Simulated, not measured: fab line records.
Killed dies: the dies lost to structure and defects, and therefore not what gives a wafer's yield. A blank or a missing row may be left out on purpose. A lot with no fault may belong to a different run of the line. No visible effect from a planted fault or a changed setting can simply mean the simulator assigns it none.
The same fault as seen by 2 desks -- flow gf180mcu -- what lay behind the numbers comes last; until then each desk has only its own

## THE METROLOGY DESK
What the gauges read, lot by lot, whatever tool the lot ran on: means of the sampled wafers that have a number. A lot is out of limits, marked OUT, if its mean lies more than 4 standard deviations from the usual mean; the brackets give that distance.
Columns: A = VT_IMPLANT_3_TW at GF_VT_IMPLANT_TW_MEAS_32, usual 268.5; B = M3_ALCU_THK at GF_M3_THK_MEAS_06, usual 447 nm; C = M4_ALCU_THK at GF_M4_THK_MEAS_06, usual 446 nm
lot,first seen here,A,B,C
L496,day 6 21:08,266.7,453,446
L497,day 7 02:48,268.9,443,451
L499,day 7 17:24,267.1,444,442
L500,day 7 23:05,267.9,452,443
L501,day 8 03:04,311.2 (+28) OUT,450,449
L502,day 8 12:13,312.0 (+29) OUT,443,443
L504,day 8 22:11,311.9 (+29) OUT,446,453
L506,day 9 13:11,269.3,439,456
L512,day 11 05:00,267.8,442,447
L513,day 11 12:11,268.4,451,446
L514,day 11 16:47,267.6,453,450
L515,day 12 00:42,267.0,445,448
L516,day 12 09:21,269.5,450,439
L517,day 12 15:59,266.6,444,445
This desk finds L501, L502, L504 out of limits, with the earliest case on L501 at day 8 03:04 (VT_IMPLANT_3_TW at GF_VT_IMPLANT_TW_MEAS_32). In limits: L496, L497, L499, L500, L506, L512, L513, L514, L515, L516, L517.

## AT THE TOOL OWNER'S DESK: implanter-01
GF_VT_IMPLANT_IMPLANT_30, tool's own readings: per-lot mean of the sampled wafers with a number, covering each lot this tool ran. A lot is out of limits, marked OUT, if its mean lies more than 4 standard deviations from the usual mean; the brackets give that distance.
Columns: A = dose-ions-cm2 at GF_VT_IMPLANT_IMPLANT_30, usual 2.5338e+12; B = faraday-current-uA at GF_VT_IMPLANT_IMPLANT_30, usual 14.29
lot,first seen here,A,B
L499,day 7 17:10,2.5342e+12,14.14
L500,day 7 22:50,2.5324e+12,14.38
L501,day 8 02:50,4.0855e+12 (+99 or more) OUT,23.22 (+32) OUT
L502,day 8 12:01,4.0877e+12 (+99 or more) OUT,22.62 (+30) OUT
L504,day 8 21:56,4.0819e+12 (+99 or more) OUT,22.88 (+31) OUT
L513,day 11 11:56,2.5372e+12,14.11
L514,day 11 16:32,2.5337e+12,14.45
Finding of this desk: L501, L502, L504 out of limits; the first was L501 at day 8 02:50, on dose-ions-cm2 at GF_VT_IMPLANT_IMPLANT_30. In limits: L499, L500, L513, L514.

## BROUGHT TOGETHER
At day 8 02:50, on L501, L502, L504, the tool owner's desk was in a position to raise an alarm.
On L501, L502, L504, the metrology desk was in a position to raise an alarm at day 8 03:04.
Of the lots named, all ran GF_VT_IMPLANT_IMPLANT_30 on implanter-01.

## WHAT THE SIMULATOR HAD PUT IN
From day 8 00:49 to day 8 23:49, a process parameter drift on implanter-01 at GF_VT_IMPLANT_IMPLANT_30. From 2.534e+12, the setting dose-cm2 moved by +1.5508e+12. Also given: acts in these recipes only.
Shown lots that were struck: L501, L502, L504.
Hours from the fault's start to each desk's first reading out of limits: the tool owner's desk, 2; the metrology desk, 2.
